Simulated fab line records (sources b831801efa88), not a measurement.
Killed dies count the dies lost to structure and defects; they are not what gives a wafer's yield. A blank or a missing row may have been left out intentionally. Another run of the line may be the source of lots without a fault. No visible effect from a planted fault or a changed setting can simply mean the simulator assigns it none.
fab line records :: flow sky130
record:
  lots: 5
  wafers: 15
  last_day: 51
route steps=708 shown RES_XHIGH@334 SD_N@342
lots that met no fault: from a run of the same line without faults
start_h: hours from the record's opening day to when the first of the lot's shown wafers began :: wait_h: hours from the lot's prior step to this one :: " repeats the value in the row above :: L1.1+2: a single row standing in for several wafers :: - either no value or no given start :: * or withheld: withheld :: < > ~ a bound
route shown NAME@n: a module of which the file shows steps, and the number in the route of the first :: usual: mean/standard deviation of fault-free wafers :: same: alike in all rows :: chamber/n: place in a boat :: sites: the reading at each site :: _std_site: the standard deviation of these :: _edge_site: inner sites' mean taken away from outer sites' mean :: radius_mm: for every site, how far away it sits from the centre of the wafer :: mask NAME#n: copy n :: behind: tool/chamber where the wafer was last shaped :: hold: reason for holding the lot/hours on hold/outcome of the hold :: device: transistor that didn't switch, given as n, p or np :: end of line: at the end of the route, the tests of the same wafers :: a step with no rows: only its recipe :: killed: the dies lost at the first sort to structure and to defects; this is not the yield of the wafer :: map: a wafer's dies, marking killed ones x, the rest . and places with no die _
set.NAME: the setting that was run; set.NAME@STEP: the one run at that earlier step :: model.NAME: the simulator's own value behind a step, which no gauge read
certain route steps with their lots: each step a table, each wafer a row
services: when a tool's chamber went out of use (start_h, in hours from the record's first day, below 0 if earlier), for how many hours, and the reason
== steps ==
step: SKY_RES_XHIGH_COAT_02
recipe:
  resist: NOVOLAK
  spin_rpm: 3000
  resist_thk_nm: 1140
step: SKY_RES_XHIGH_SOFTBAKE_03
recipe:
  temp_c: 90
  time_s: 60
  resist: NOVOLAK
step: SKY_RES_XHIGH_EXPOSE_04
recipe:
  mask_id: URPM
  na: 0.6
  source_shape: conventional
  sigma_outer: 0.6
  polarization: unpolarized
  target_cd_nm: 1270
  dose_mj: 140
step: SKY_RES_XHIGH_PEB_05
recipe:
  temp_c: withheld
  time_s: *
  resist: NOVOLAK
step: SKY_RES_XHIGH_DEVELOP_06
recipe:
  resist: NOVOLAK
  developer: TMAH
  develop_time_s: 60
  dev_temp_c: 23
step: SKY_RES_XHIGH_IMPLANT_07
recipe:
  species: BF2
  energy_kev: 20
  dose_cm2: 3.6e+14
  tilt_deg: 0
step: SKY_RES_XHIGH_STRIP_08
recipe:
  chemistry: O2/N2
  power_w: 1400
  pressure_mtorr: 1500
  platen_temp_c: withheld
  o2_flow_sccm: 3000
  n2_flow_sccm: 300
  overash_fraction: 0.5
usual:
  drypump_motor_current_A: 5.7/0.5
  oes_product_au: 0.711/0.0043
  strip_time_to_endpoint_s: 14.27/0.038
lot.wafer: L780.3
tool: plasma_asher-04
chamber: 0
start_h: 635.28
wait_h: 0.1
drypump_motor_current_A: 5.4
oes_product_au: 0.707
rf_hours_counter_h: -
strip_time_to_endpoint_s: 14.26

lot.wafer: L780.4
tool: plasma_asher-04
chamber: 1
start_h: 635.28
wait_h: 0.1
drypump_motor_current_A: 5.3
oes_product_au: 0.716
rf_hours_counter_h: -
strip_time_to_endpoint_s: 14.29

lot.wafer: L780.5
tool: plasma_asher-04
chamber: 1
start_h: 635.28
wait_h: 0.1
drypump_motor_current_A: 5.3
oes_product_au: 0.711
rf_hours_counter_h: -
strip_time_to_endpoint_s: 14.29

lot.wafer: L781.3
tool: plasma_asher-01
chamber: 0
start_h: 645.12
wait_h: 0.1
drypump_motor_current_A: 6.7
oes_product_au: 0.711
rf_hours_counter_h: -
strip_time_to_endpoint_s: 14.31

lot.wafer: L781.4
tool: plasma_asher-01
chamber: 1
start_h: 645.12
wait_h: 0.1
drypump_motor_current_A: 5.7
oes_product_au: 0.714
rf_hours_counter_h: -
strip_time_to_endpoint_s: 14.23

lot.wafer: L781.6
tool: plasma_asher-01
chamber: 0
start_h: 645.12
wait_h: 0.1
drypump_motor_current_A: 6.7
oes_product_au: 0.711
rf_hours_counter_h: -
strip_time_to_endpoint_s: 14.28

lot.wafer: L793.2
tool: plasma_asher-01
chamber: 0
start_h: 763.29
wait_h: 0.1
drypump_motor_current_A: 6.7
oes_product_au: 0.711
rf_hours_counter_h: 2
strip_time_to_endpoint_s: 14.21

lot.wafer: L793.4
tool: plasma_asher-01
chamber: 1
start_h: 763.29
wait_h: 0.1
drypump_motor_current_A: 5.7
oes_product_au: 0.708
rf_hours_counter_h: -
strip_time_to_endpoint_s: 14.25

lot.wafer: L793.6
tool: plasma_asher-01
chamber: 0
start_h: 763.29
wait_h: 0.1
drypump_motor_current_A: 6.7
oes_product_au: 0.713
rf_hours_counter_h: -
strip_time_to_endpoint_s: 14.23

lot.wafer: L797.3
tool: plasma_asher-03
chamber: 0
start_h: 795.83
wait_h: 0.1
drypump_motor_current_A: 6.1
oes_product_au: 0.710
rf_hours_counter_h: -
strip_time_to_endpoint_s: 14.36

lot.wafer: L797.5
tool: plasma_asher-03
chamber: 1
start_h: 795.83
wait_h: 0.1
drypump_motor_current_A: 5.3
oes_product_au: 0.709
rf_hours_counter_h: -
strip_time_to_endpoint_s: 14.29

lot.wafer: L797.6
tool: plasma_asher-03
chamber: 0
start_h: 795.83
wait_h: 0.1
drypump_motor_current_A: 6.0
oes_product_au: 0.713
rf_hours_counter_h: -
strip_time_to_endpoint_s: 14.27

lot.wafer: L800.3
tool: plasma_asher-03
chamber: 1
start_h: 837.83
wait_h: 0.1
drypump_motor_current_A: 5.3
oes_product_au: 0.713
rf_hours_counter_h: -
strip_time_to_endpoint_s: 14.31

lot.wafer: L800.5
tool: plasma_asher-03
chamber: 0
start_h: 837.83
wait_h: 0.1
drypump_motor_current_A: 6.0
oes_product_au: 0.715
rf_hours_counter_h: -
strip_time_to_endpoint_s: 14.24

lot.wafer: L800.6
tool: plasma_asher-03
chamber: 1
start_h: 837.83
wait_h: 0.1
drypump_motor_current_A: 5.3
oes_product_au: 0.711
rf_hours_counter_h: -
strip_time_to_endpoint_s: 14.27
step: SKY_RES_XHIGH_TW_MEAS_09
usual:
  RES_XHIGH_TW: 1630/18
lot.wafer: L780.3
tool: film_metro-04
chamber: -
start_h: 635.37
wait_h: 0.1
RES_XHIGH_TW: 1647

lot.wafer: L780.4
tool: film_metro-04
chamber: -
start_h: 635.37
wait_h: 0.1
RES_XHIGH_TW: 1663

lot.wafer: L780.5
tool: film_metro-04
chamber: -
start_h: 635.37
wait_h: 0.1
RES_XHIGH_TW: 1656

lot.wafer: L781.3
tool: film_metro-04
chamber: -
start_h: 645.21
wait_h: 0.1
RES_XHIGH_TW: 1648

lot.wafer: L781.4
tool: film_metro-04
chamber: -
start_h: 645.21
wait_h: 0.1
RES_XHIGH_TW: 1647

lot.wafer: L781.6
tool: film_metro-04
chamber: -
start_h: 645.21
wait_h: 0.1
RES_XHIGH_TW: 1646

lot.wafer: L793.2
tool: film_metro-01
chamber: -
start_h: 763.40
wait_h: 0.1
RES_XHIGH_TW: 1636

lot.wafer: L793.4
tool: film_metro-01
chamber: -
start_h: 763.40
wait_h: 0.1
RES_XHIGH_TW: 1620

lot.wafer: L793.6
tool: film_metro-01
chamber: -
start_h: 763.40
wait_h: 0.1
RES_XHIGH_TW: 1618

lot.wafer: L797.3
tool: film_metro-04
chamber: -
start_h: 795.92
wait_h: 0.1
RES_XHIGH_TW: 1627

lot.wafer: L797.5
tool: film_metro-04
chamber: -
start_h: 795.92
wait_h: 0.1
RES_XHIGH_TW: 1638

lot.wafer: L797.6
tool: film_metro-04
chamber: -
start_h: 795.92
wait_h: 0.1
RES_XHIGH_TW: 1644

lot.wafer: L800.3
tool: film_metro-01
chamber: -
start_h: 837.91
wait_h: 0.1
RES_XHIGH_TW: 1635

lot.wafer: L800.5
tool: film_metro-01
chamber: -
start_h: 837.91
wait_h: 0.1
RES_XHIGH_TW: 1639

lot.wafer: L800.6
tool: film_metro-01
chamber: -
start_h: 837.91
wait_h: 0.1
RES_XHIGH_TW: 1648
step: SKY_SD_N_DEHYDRATE_00
recipe:
  temp_c: 200
  time_s: 60
step: SKY_SD_N_HMDS_01
recipe:
  prime_time_s: 60
  prime_temp_c: 120
step: SKY_SD_N_COAT_02
recipe:
  resist: NOVOLAK
  spin_rpm: 3000
  resist_thk_nm: 1140
step: SKY_SD_N_SOFTBAKE_03
recipe:
  temp_c: 90
  time_s: 60
  resist: NOVOLAK
step: SKY_SD_N_EXPOSE_04
recipe:
  mask_id: NSDM
  na: 0.6
  source_shape: conventional
  sigma_outer: 0.6
  polarization: unpolarized
  target_cd_nm: 380
  dose_mj: 141
usual:
  focus_offset_nm: -0.1/0.48
same:
  sigma_outer: 0.6
lot.wafer: L780.3
tool: iline_stepper-01
chamber: 0
start_h: 650.26
wait_h: -
mask: NSDM#0
focus_offset_nm: 0.3

lot.wafer: L780.4
tool: iline_stepper-01
chamber: 0
start_h: 650.26
wait_h: -
mask: NSDM#0
focus_offset_nm: -0.6

lot.wafer: L780.5
tool: iline_stepper-01
chamber: 0
start_h: 650.26
wait_h: -
mask: NSDM#0
focus_offset_nm: 0.1

lot.wafer: L781.3
tool: iline_stepper-02
chamber: 0
start_h: 659.41
wait_h: -
mask: NSDM_R1#0
focus_offset_nm: -0.5

lot.wafer: L781.4
tool: iline_stepper-02
chamber: 0
start_h: 659.41
wait_h: -
mask: NSDM_R1#0
focus_offset_nm: 0.2

lot.wafer: L781.6
tool: iline_stepper-02
chamber: 0
start_h: 659.41
wait_h: -
mask: NSDM_R1#0
focus_offset_nm: -0.2

lot.wafer: L793.2
tool: iline_stepper-02
chamber: 0
start_h: 776.71
wait_h: -
mask: NSDM#0
focus_offset_nm: 0.1

lot.wafer: L793.4
tool: iline_stepper-02
chamber: 0
start_h: 776.71
wait_h: -
mask: NSDM#0
focus_offset_nm: -0.1

lot.wafer: L793.6
tool: iline_stepper-02
chamber: 0
start_h: 776.71
wait_h: -
mask: NSDM#0
focus_offset_nm: 0.8

lot.wafer: L797.3
tool: iline_stepper-01
chamber: 0
start_h: 808.69
wait_h: -
mask: NSDM#0
focus_offset_nm: 0.0

lot.wafer: L797.5
tool: iline_stepper-01
chamber: 0
start_h: 808.69
wait_h: -
mask: NSDM#0
focus_offset_nm: 0.4

lot.wafer: L797.6
tool: iline_stepper-01
chamber: 0
start_h: 808.69
wait_h: -
mask: NSDM#0
focus_offset_nm: 0.7

lot.wafer: L800.3
tool: iline_stepper-02
chamber: 0
start_h: 851.48
wait_h: -
mask: NSDM#0
focus_offset_nm: -0.5

lot.wafer: L800.5
tool: iline_stepper-02
chamber: 0
start_h: 851.48
wait_h: -
mask: NSDM#0
focus_offset_nm: -0.2

lot.wafer: L800.6
tool: iline_stepper-02
chamber: 0
start_h: 851.48
wait_h: -
mask: NSDM#0
focus_offset_nm: -0.3
step: SKY_SD_N_PEB_05
recipe:
  temp_c: withheld
  time_s: *
  resist: NOVOLAK
step: SKY_SD_N_DEVELOP_06
recipe:
  resist: NOVOLAK
  developer: TMAH
  develop_time_s: 60
  dev_temp_c: 23
step: SKY_SD_N_CD_MEAS_07
recipe:
  target_cd_nm: 380
usual:
  cd_nm: 380.0/2.6
lot.wafer: L780.3
tool: cd_sem-02
chamber: -
start_h: 663.53
wait_h: 0.1
cd_nm: 384.7

lot.wafer: L780.4
tool: cd_sem-02
chamber: -
start_h: 663.53
wait_h: 0.1
cd_nm: 383.6

lot.wafer: L780.5
tool: cd_sem-02
chamber: -
start_h: 663.53
wait_h: 0.1
cd_nm: 384.2

lot.wafer: L781.3
tool: cd_sem-01
chamber: -
start_h: 673.43
wait_h: 0.1
cd_nm: 332.2

lot.wafer: L781.4
tool: cd_sem-01
chamber: -
start_h: 673.43
wait_h: 0.1
cd_nm: 335.9

lot.wafer: L781.6
tool: cd_sem-01
chamber: -
start_h: 673.43
wait_h: 0.1
cd_nm: 333.1

lot.wafer: L793.2
tool: cd_sem-01
chamber: -
start_h: 790.12
wait_h: 0.1
cd_nm: 376.4

lot.wafer: L793.4
tool: cd_sem-01
chamber: -
start_h: 790.12
wait_h: 0.1
cd_nm: 378.6

lot.wafer: L793.6
tool: cd_sem-01
chamber: -
start_h: 790.12
wait_h: 0.1
cd_nm: 378.7

lot.wafer: L797.3
tool: cd_sem-01
chamber: -
start_h: 821.96
wait_h: 0.3
cd_nm: 375.3

lot.wafer: L797.5
tool: cd_sem-01
chamber: -
start_h: 821.96
wait_h: 0.3
cd_nm: 377.3

lot.wafer: L797.6
tool: cd_sem-01
chamber: -
start_h: 821.96
wait_h: 0.3
cd_nm: 377.8

lot.wafer: L800.3
tool: cd_sem-02
chamber: -
start_h: 863.21
wait_h: 0.1
cd_nm: 381.7

lot.wafer: L800.5
tool: cd_sem-02
chamber: -
start_h: 863.21
wait_h: 0.1
cd_nm: 379.9

lot.wafer: L800.6
tool: cd_sem-02
chamber: -
start_h: 863.21
wait_h: 0.1
cd_nm: 379.0
step: SKY_SD_N_OVL_MEAS_08
usual:
  SD_N_OVL: 0.2/1.6
lot.wafer: L780.3
tool: overlay-01
chamber: -
start_h: 663.62
wait_h: 0.1
SD_N_OVL[nm]: 0.0

lot.wafer: L780.4
tool: overlay-01
chamber: -
start_h: 663.62
wait_h: 0.1
SD_N_OVL[nm]: 2.9

lot.wafer: L780.5
tool: overlay-01
chamber: -
start_h: 663.62
wait_h: 0.1
SD_N_OVL[nm]: 1.7

lot.wafer: L781.3
tool: overlay-02
chamber: -
start_h: 673.52
wait_h: 0.1
SD_N_OVL[nm]: -0.2

lot.wafer: L781.4
tool: overlay-02
chamber: -
start_h: 673.52
wait_h: 0.1
SD_N_OVL[nm]: -0.1

lot.wafer: L781.6
tool: overlay-02
chamber: -
start_h: 673.52
wait_h: 0.1
SD_N_OVL[nm]: 0.4

lot.wafer: L793.2
tool: overlay-01
chamber: -
start_h: 790.22
wait_h: 0.1
SD_N_OVL[nm]: 0.4

lot.wafer: L793.4
tool: overlay-01
chamber: -
start_h: 790.22
wait_h: 0.1
SD_N_OVL[nm]: -0.7

lot.wafer: L793.6
tool: overlay-01
chamber: -
start_h: 790.22
wait_h: 0.1
SD_N_OVL[nm]: 0.9

lot.wafer: L797.3
tool: overlay-02
chamber: -
start_h: 822.05
wait_h: 0.1
SD_N_OVL[nm]: -1.9

lot.wafer: L797.5
tool: overlay-02
chamber: -
start_h: 822.05
wait_h: 0.1
SD_N_OVL[nm]: -3.3

lot.wafer: L797.6
tool: overlay-02
chamber: -
start_h: 822.05
wait_h: 0.1
SD_N_OVL[nm]: -1.8

lot.wafer: L800.3
tool: overlay-02
chamber: -
start_h: 863.30
wait_h: 0.1
SD_N_OVL[nm]: -0.2

lot.wafer: L800.5
tool: overlay-02
chamber: -
start_h: 863.30
wait_h: 0.1
SD_N_OVL[nm]: -0.4

lot.wafer: L800.6
tool: overlay-02
chamber: -
start_h: 863.30
wait_h: 0.1
SD_N_OVL[nm]: 0.2
== services ==
tool: iline_stepper-01
chamber: -
start_h: 620.91
hours: 8.9
kind: pm

tool: iline_stepper-01
chamber: 0
start_h: 622.91
hours: -
kind: calibration

tool: plasma_asher-01
chamber: -
start_h: 632.17
hours: 2.4
kind: repair

tool: iline_stepper-02
chamber: -
start_h: 635.95
hours: 4.4
kind: repair

tool: iline_stepper-02
chamber: -
start_h: 640.91
hours: 6.1
kind: repair

tool: plasma_asher-03
chamber: -
start_h: 663.50
hours: 14.6
kind: pm

tool: iline_stepper-02
chamber: -
start_h: 678.99
hours: 4.4
kind: pm

tool: iline_stepper-02
chamber: -
start_h: 693.40
hours: 1.7
kind: pm

tool: iline_stepper-01
chamber: -
start_h: 720.76
hours: 2.1
kind: pm

tool: iline_stepper-01
chamber: -
start_h: 722.85
hours: -
kind: consumable_replace:lamp

tool: plasma_asher-04
chamber: -
start_h: 731.44
hours: 1.1
kind: repair

tool: plasma_asher-01
chamber: -
start_h: 733.75
hours: 9.0
kind: pm

tool: plasma_asher-01
chamber: 0
start_h: 733.75
hours: 9.0
kind: vent_cycle

tool: plasma_asher-01
chamber: 1
start_h: 733.75
hours: 9.0
kind: vent_cycle

tool: iline_stepper-01
chamber: -
start_h: 737.85
hours: 7.1
kind: repair

tool: plasma_asher-01
chamber: 0
start_h: 742.75
hours: -
kind: clean

tool: plasma_asher-01
chamber: 1
start_h: 742.75
hours: -
kind: clean

tool: iline_stepper-01
chamber: -
start_h: 745.00
hours: 1.7
kind: pm

tool: iline_stepper-01
chamber: -
start_h: 755.71
hours: 3.9
kind: repair

tool: plasma_asher-04
chamber: -
start_h: 779.03
hours: 14.6
kind: pm

tool: iline_stepper-02
chamber: 0
start_h: 822.55
hours: -
kind: calibration
== key ==
first_sign:
  step: SKY_SD_N_EXPOSE_04
  reading: mask
  direction: changed
effect:
  step: SKY_SD_N_CD_MEAS_07
  reading: cd_nm
  direction: down
  sigmas: 18
  usual: 380.0
  struck: 333.7
met_at SKY_SD_N_EXPOSE_04
struck_wafers L781.3,L781.4,L781.6
sort_left_out L781.3,L781.4,L781.6
tester_left_out L781
fault:
  kind: wrong_mask
  tool: any
  chamber: -
  onset_h: 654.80
  steps: SKY_SD_N_EXPOSE_04
  aux_copy: NSDM_R1#0
  cd_offset_nm: -46
  scope: struck_lots_only
tester_left_out: of these lots the tester's yield and bins aren't shown, on N5 and GAA mostly nor the transistor test; their killed dies are dies lost to structure and defects alone, not to doping, threshold or leakage, so they don't give the yield
sort_left_out: the simulated sort isn't trusted on such a fault, so these wafers' sort isn't shown, and their yield isn't known
